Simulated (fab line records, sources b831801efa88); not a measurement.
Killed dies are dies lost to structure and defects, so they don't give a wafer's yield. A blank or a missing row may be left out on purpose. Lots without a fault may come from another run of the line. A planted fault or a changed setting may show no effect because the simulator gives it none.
fab line records | flow sky130 | part 2 of 2: steps 30 to 40 of 40
record lots=5 wafers=15 last_day=51
route steps=708 shown RES_XHIGH@336 SD_N@342 SD_P@359 SALICIDE@361 LI_CONTACT@362
lots that met no fault: from a run of the same line without faults
start_h: hours from the record's first day to the start of the lot's first wafer shown | wait_h: hours since the lot's step before | " the same as in the row above | L1.1+2: a row that stands for several wafers | - no value, or no start given | * or withheld: withheld | < > ~ a bound
route shown NAME@n: a module of which the file shows steps, and the number in the route of the first | usual: mean/standard deviation of fault-free wafers | same: alike in all rows | chamber/n: place in a boat | sites: the reading at each site | _std_site: their standard deviation | _edge_site: outer sites' mean less inner sites' | radius_mm: how far each site lies from the wafer's centre | mask NAME#n: copy n | behind: the tool/chamber that last shaped the wafer | hold: why the lot was held/for how many hours/how that ended | device: the transistor (n, p or np) that didn't switch | end of line: the same wafers' tests at the end of the route | a step without rows: its recipe alone | killed: dies lost to structure and defects at the first sort, not the wafer's yield | map: a wafer's dies, x killed, . not, _ none there
set.NAME: the setting as run; set.NAME@STEP: as run at that earlier step | model.NAME: the simulator's own value behind a step, which no gauge read
lots at some steps of the route; a table a step, a row a wafer
services: from which hour (start_h, from the record's first day; less than 0 if before it) a tool's chamber was out of use, for how many hours, and why
## steps
# step SKY_LI_CONTACT_DEHYDRATE_04
# recipe temp_c=200 time_s=60
# usual heater_power_total_W=160.37/0.12
# columns lot.wafer tool chamber start_h wait_h heater_power_total_W
L075.2 litho_track-03 0 696.31 13.6 160.33
L075.4 " 0 " " 160.37
L075.6 " 0 " " 160.16
L077.1 litho_track-03 0 705.59 14.1 160.58
L077.2 " 0 " " 160.36
L077.4 " 0 " " 160.29
L082.4 litho_track-03 0 740.01 13.7 160.40
L082.5 " 0 " " 160.25
L082.6 " 0 " " 160.55
L095.1 litho_track-04 0 841.27 12.9 160.23
L095.4 " 0 " " 160.55
L095.5 " 0 " " 160.45
L097.2 litho_track-01 0 856.89 12.2 160.29
L097.4 " 0 " " 160.39
L097.6 " 0 " " 160.34
# step SKY_LI_CONTACT_HMDS_05
# recipe prime_time_s=60 prime_temp_c=120
# columns lot.wafer tool chamber start_h wait_h
L075.2+4+6 litho_track-03 0 696.46 0.1
L077.1+2+4 litho_track-03 0 705.74 0.1
L082.4+5+6 litho_track-03 0 740.16 0.1
L095.1+4+5 litho_track-04 0 841.42 0.1
L097.2+4+6 litho_track-01 0 857.04 0.1
# step SKY_LI_CONTACT_COAT_06
# recipe resist=BARC temp_c=withheld time_s=withheld spin_rpm=3000 resist_thk_nm=60
# columns lot.wafer tool chamber start_h wait_h
L075.2+4+6 litho_track-03 0 696.61 0.1
L077.1+2+4 litho_track-03 0 705.89 0.1
L082.4+5+6 litho_track-03 0 740.31 0.1
L095.1+4+5 litho_track-04 0 841.57 0.1
L097.2+4+6 litho_track-01 0 857.19 0.1
# step SKY_LI_CONTACT_COAT_07
# recipe resist=KrF-thick spin_rpm=3000 resist_thk_nm=450
# columns lot.wafer tool chamber start_h wait_h
L075.2+4+6 litho_track-03 0 - -
L077.1+2+4 litho_track-03 0 - -
L082.4+5+6 litho_track-03 0 - -
L095.1+4+5 litho_track-04 0 - -
L097.2+4+6 litho_track-01 0 - -
# step SKY_LI_CONTACT_SOFTBAKE_08
# recipe temp_c=100 time_s=90 resist=KrF-thick
# usual heater_power_total_W=57.38/0.12
# columns lot.wafer tool chamber start_h wait_h heater_power_total_W
L075.2 litho_track-03 0 - - 57.45
L075.4 " 0 " " 57.34
L075.6 " 0 " " 57.20
L077.1 litho_track-03 0 - - 57.37
L077.2 " 0 " " 57.44
L077.4 " 0 " " 57.31
L082.4 litho_track-03 0 - - 57.53
L082.5 " 0 " " 57.11
L082.6 " 0 " " 57.56
L095.1 litho_track-04 0 - - 57.26
L095.4 " 0 " " 57.60
L095.5 " 0 " " 57.16
L097.2 litho_track-01 0 - - 57.19
L097.4 " 0 " " 57.38
L097.6 " 0 " " 57.18
# step SKY_LI_CONTACT_EXPOSE_09
# recipe mask_id=LICM1 na=0.8 source_shape=annular sigma_inner=0.55 sigma_outer=0.85 target_cd_nm=170 dose_mj=38
# usual exposure_dose_mJ_cm2=37.92/0.04
# columns lot.wafer tool chamber start_h wait_h mask exposure_dose_mJ_cm2
L075.2 krf_scanner-01 0 - - LICM1#0 37.91
L075.4 " 0 " " LICM1#0 37.88
L075.6 " 0 " " LICM1#0 37.89
L077.1 krf_scanner-02 0 - - LICM1#0 37.93
L077.2 " 0 " " LICM1#0 37.89
L077.4 " 0 " " LICM1#0 37.87
L082.4 krf_scanner-01 0 - - LICM1#0 37.94
L082.5 " 0 " " LICM1#0 37.92
L082.6 " 0 " " LICM1#0 37.94
L095.1 krf_scanner-01 0 - - LICM1#0 37.93
L095.4 " 0 " " LICM1#0 37.88
L095.5 " 0 " " LICM1#0 37.86
L097.2 krf_scanner-01 0 - - LICM1#0 37.93
L097.4 " 0 " " LICM1#0 37.86
L097.6 " 0 " " LICM1#0 37.94
# step SKY_LI_CONTACT_PEB_10
# recipe peb_temp_c=withheld peb_time_s=withheld resist=KrF-thick
# columns lot.wafer tool chamber start_h wait_h
L075.2+4+6 litho_track-03 0 - -
L077.1+2+4 litho_track-04 0 - -
L082.4+5+6 litho_track-04 0 - -
L095.1+4+5 litho_track-03 0 - -
L097.2+4+6 litho_track-01 0 - -
# step SKY_LI_CONTACT_DEVELOP_11
# recipe develop_time_s=60 resist=KrF-thick dev_temp_c=21
# usual developer_temp_C=21.01/0.11
# columns lot.wafer tool chamber start_h wait_h developer_temp_C
L075.2 litho_track-03 0 - - 20.89
L075.4 " 0 " " 20.97
L075.6 " 0 " " 20.89
L077.1 litho_track-04 0 - - 20.71
L077.2 " 0 " " 20.77
L077.4 " 0 " " 20.86
L082.4 litho_track-04 0 - - 21.12
L082.5 " 0 " " 21.07
L082.6 " 0 " " 21.12
L095.1 litho_track-03 0 - - 21.19
L095.4 " 0 " " 21.06
L095.5 " 0 " " 21.21
L097.2 litho_track-01 0 - - 20.98
L097.4 " 0 " " 20.98
L097.6 " 0 " " 20.96
# step SKY_LI_CONTACT_CD_MEAS_12
# recipe target_cd_nm=170
# usual cd_nm=170.0/1.6
# columns lot.wafer tool chamber start_h wait_h cd_nm
L075.2 cd_sem-02 - 711.36 - 172.4
L075.4 " - " " 173.5
L075.6 " - " " 173.5
L077.1 cd_sem-02 - 719.97 - 169.3
L077.2 " - " " 170.3
L077.4 " - " " 168.6
L082.4 cd_sem-01 - 754.68 - 168.5
L082.5 " - " " 168.7
L082.6 " - " " 168.6
L095.1 cd_sem-02 - 854.94 - 171.9
L095.4 " - " " 172.5
L095.5 " - " " 171.8
L097.2 cd_sem-01 - 871.33 - 169.1
L097.4 " - " " 169.1
L097.6 " - " " 169.8
# step SKY_LI_CONTACT_OVL_MEAS_13
# usual LI_CONTACT_OVL=0/5.1
# columns lot.wafer tool chamber start_h wait_h LI_CONTACT_OVL[nm]
L075.2 overlay-02 - 711.47 0.1 11
L075.4 " - " " 3
L075.6 " - " " 10
L077.1 overlay-02 - 720.09 0.1 6
L077.2 " - " " 11
L077.4 " - " " 12
L082.4 overlay-02 - 754.76 0.1 -4
L082.5 " - " " -7
L082.6 " - " " -4
L095.1 overlay-01 - 855.06 0.1 -3
L095.4 " - " " -5
L095.5 " - " " -10
L097.2 overlay-02 - 871.44 0.1 -4
L097.4 " - " " -2
L097.6 " - " " 1
# step SKY_LI_CONTACT_ETCH_14
# recipe chemistry=N2/H2 target=BARC ion_energy_ev=200 source_w=500 bias_w=100 pressure_mtorr=30 n2_flow_sccm=100 h2_flow_sccm=200 stop_on=SiO2 time_s=45.9 target_depth_a=600
# usual drypump_motor_current_A=6.0/0.56 h2_flow_sccm=200.0/0.62 oes_product_au=0.855/0.0049 throttle_valve_pct=13.225/0.0085
# columns lot.wafer tool chamber start_h wait_h drypump_motor_current_A h2_flow_sccm oes_product_au rf_hours_counter_h throttle_valve_pct
L075.2 rie_diel-04 1 711.50 0.0 6.0 200.4 0.858 6 13.213
L075.4 " 2 " " 6.5 199.8 0.857 14 13.235
L075.6 " 2 " " 6.5 200.4 0.853 - 13.231
L077.1 rie_diel-01 1 720.12 0.0 6.1 199.9 0.861 15 13.230
L077.2 " 0 " " 5.8 201.1 0.866 6 13.235
L077.4 " 1 " " 6.0 200.6 0.861 - 13.231
L082.4 rie_diel-04 3 754.77 0.0 6.7 199.4 0.863 3 13.221
L082.5 " 0 " " 4.9 200.1 0.854 - 13.221
L082.6 " 3 " " 6.7 200.0 0.853 - 13.229
L095.1 rie_diel-01 1 855.10 0.0 6.0 199.6 0.852 17 13.225
L095.4 " 0 " " 5.7 199.7 0.859 9 13.229
L095.5 " 3 " " 5.5 199.8 0.854 - 13.239
L097.2 rie_diel-03 0 871.47 0.0 6.7 200.2 0.860 12 13.214
L097.4 " 2 " " 5.8 200.2 0.859 - 13.233
L097.6 " 3 " " 4.9 200.5 0.859 - 13.237
## services
# columns tool chamber start_h hours kind
implanter-02 - 632.69 0.6 repair
implanter-04 - 634.69 1.5 repair
plasma_asher-01 - 640.30 2.8 pm
krf_scanner-01 - 642.86 1.0 pm
implanter-04 - 646.32 3.9 repair
iline_stepper-01 - 649.24 1.7 pm
plasma_asher-01 - 653.89 1.8 repair
implanter-04 - 654.86 1.9 repair
krf_scanner-01 - 656.60 0.8 pm
iline_stepper-02 - 665.71 1.4 repair
rtp_anneal-01 - 683.56 1.7 pm
implanter-04 - 692.36 3.3 repair
krf_scanner-01 - 697.52 0.8 repair
krf_scanner-01 - 708.42 1.3 pm
krf_scanner-01 - 716.65 3.6 pm
iline_stepper-01 - 718.52 2.1 pm
implanter-02 - 726.43 3.7 pm
plasma_asher-01 - 733.75 9.0 pm
krf_scanner-01 - 752.78 0.9 repair
implanter-03 - 753.08 1.0 repair
implanter-04 - 771.81 3.8 pm
iline_stepper-01 - 785.34 18.8 repair
implanter-02 - 848.30 4.9 pm
iline_stepper-01 - 867.53 1.7 pm
